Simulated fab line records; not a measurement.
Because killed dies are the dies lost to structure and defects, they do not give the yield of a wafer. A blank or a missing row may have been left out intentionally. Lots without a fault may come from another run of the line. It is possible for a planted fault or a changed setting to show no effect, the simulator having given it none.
Commonality check across tools | flow gf180mcu | 11 lots, 33 wafers sampled

## THE REASON FOR OPENING IT
At GF_STI_THK_MEAS_30 the reading STI_OXIDATION_02_THK is flagged on 2 of 11 lots. Wafers without a fault read 10.12 nm, standard deviation 0.18.
Rule: a lot is flagged when every wafer of it that has a number lies more than 4 standard deviations from that mean, or none has a number. The other lots count as sound.

lot  | measured    | on            | STI_OXIDATION_02_THK (nm), wafer by wafer | flag
L112 | day 2 13:13 | film metro-01 | 9.84 10.02 10.24                          |
L113 | day 2 18:55 | film metro-01 | 10.32 10.44 10.12                         |
L114 | day 2 21:56 | film metro-03 | 10.01 10.11 10.14                         |
L115 | day 3 02:08 | film metro-04 | 10.12 10.04 10.19                         |
L116 | day 3 10:27 | film metro-03 | 10.09 10.18 10.25                         |
L117 | day 3 14:55 | film metro-03 | 3.14 3.19 3.09                            | FLAGGED
L120 | day 4 05:55 | film metro-01 | 3.27 3.13 3.25                            | FLAGGED
L122 | day 4 15:01 | film metro-01 | 10.29 10.20 10.17                         |
L125 | day 5 07:49 | film metro-03 | 10.17 9.99 9.83                           |
L133 | day 6 23:44 | film metro-04 | 10.22 10.24 10.30                         |
L134 | day 7 04:19 | film metro-04 | 10.33 10.33 10.22                         |
Average over the flagged lots: 3.18 nm; offset from the usual -6.94 nm, equal to -39 standard deviations.

## EACH LOT AND THE TOOL IT RAN ON
The record holds 1 process step before the reading, out of a route of 602 steps. Cell contents, in order: the tool; ch with the chambers the sampled wafers went through; the start.
lot  | flag    | GF_STI_OXIDATION_29
L112 |         | furnace-01 ch 0, day 2 11:49
L113 |         | furnace-01 ch 0, day 2 17:31
L114 |         | furnace-02 ch 0, day 2 20:31
L115 |         | furnace-01 ch 0, day 3 00:45
L116 |         | furnace-02 ch 0, day 3 09:02
L117 | FLAGGED | furnace-02 ch 0, day 3 13:31
L120 | FLAGGED | furnace-02 ch 0, day 4 04:31
L122 |         | furnace-01 ch 0, day 4 13:37
L125 |         | furnace-01 ch 0, day 5 06:24
L133 |         | furnace-01 ch 0, day 6 22:21
L134 |         | furnace-02 ch 0, day 7 02:55
What the steps here do:
- GF_STI_OXIDATION_29: stabilise 600 s, purge 300 s, target thk 10 nm.
- GF_STI_THK_MEAS_30

## FLAGGED OVER TOTAL, TOOL BY TOOL (the gauges that took the reading come last)
step                | tool          | lots run | flagged | share of the flagged lots | sound lots run after its first flagged lot
GF_STI_OXIDATION_29 | furnace-01    | 6        | 0       | none                      | -
GF_STI_OXIDATION_29 | furnace-02    | 5        | 2       | all                       | 1 (L134)
GF_STI_THK_MEAS_30  | film metro-01 | 4        | 1       | some                      | 1 (L122)
GF_STI_THK_MEAS_30  | film metro-03 | 4        | 1       | some                      | 1 (L125)
GF_STI_THK_MEAS_30  | film metro-04 | 3        | 0       | none                      | -

## WHAT THE TABLE ALLOWS
Rows of the table that ran each flagged lot: 1, that is furnace-02 at GF_STI_OXIDATION_29.
- furnace-02 at GF_STI_OXIDATION_29: 2 of its 5 lots flagged. After the first flagged lot (L134), sound lots still ran on it; a lasting fault on the whole tool would not permit that. Its own readings (spike tc bottom C, spike tc centre C, spike tc lower C, spike tc top C, spike tc upper C, tube center temp C, tube_center_temp_C_max, zone power centre pct, zone power upper pct) fall more than 4 standard deviations out on all wafers of the flagged lots.
There is no row in the table that ran each flagged lot and no sound lot after the first.

## WHAT HAD BEEN PUT IN BY THE SIMULATOR
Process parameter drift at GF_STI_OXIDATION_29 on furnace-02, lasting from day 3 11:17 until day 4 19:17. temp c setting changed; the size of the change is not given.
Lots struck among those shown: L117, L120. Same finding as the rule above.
